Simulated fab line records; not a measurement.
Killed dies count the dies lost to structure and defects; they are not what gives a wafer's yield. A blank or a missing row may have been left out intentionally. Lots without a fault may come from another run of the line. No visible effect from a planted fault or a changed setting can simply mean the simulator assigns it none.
The tool behind it: which one? ; flow sky130 ; at 1 step of a route of 708, 6 lots with 18 wafers sampled

WHAT THE GAUGES SHOWED, per wafer
SKY_VT_ADJUST_NCORE_CD_MEAS_07 targets a cd of 380 nm.
lot;measured;on;cdNm (nm)
L876;day 9 22:57;cdSem-01;383.4 383.7 381.4
L879;day 10 01:39;cdSem-02;377.4 381.4 379.2
L886;day 11 15:32;cdSem-01;379.6 378.2 378.7
L894;day 14 07:02;cdSem-01;378.0 377.3 378.3
L897;day 15 00:16;cdSem-01;381.1 379.8 378.5
L899;day 15 16:07;cdSem-02;382.9 382.3 380.6

WHICH TOOL RAN EACH LOT (tool, then ch and the chambers of the sampled wafers, then the start)
The record shows no process step preceding these readings.

THE ANSWER, worked out from the rows above alone
Rule: usual is defined by the lots themselves. Put in order of their means at a reading, lots are off if they are a third of the lots or fewer, leave a main group of 4 or more, and stand apart from it by a gap of 3 or more times the standard deviation of the main group's means; of several such gaps the widest counts. The tables above print the reading to a certain number of digits; a main group whose means all agree to those digits is not used. Also off: a lot with no number at a reading for which 4 or more lots have one. Where the step has rows for the other lots, those lots are counted as sound.
Across all readings shown, no lot is off: no conclusion can be drawn from this.

WHAT THE SIMULATOR PUT IN
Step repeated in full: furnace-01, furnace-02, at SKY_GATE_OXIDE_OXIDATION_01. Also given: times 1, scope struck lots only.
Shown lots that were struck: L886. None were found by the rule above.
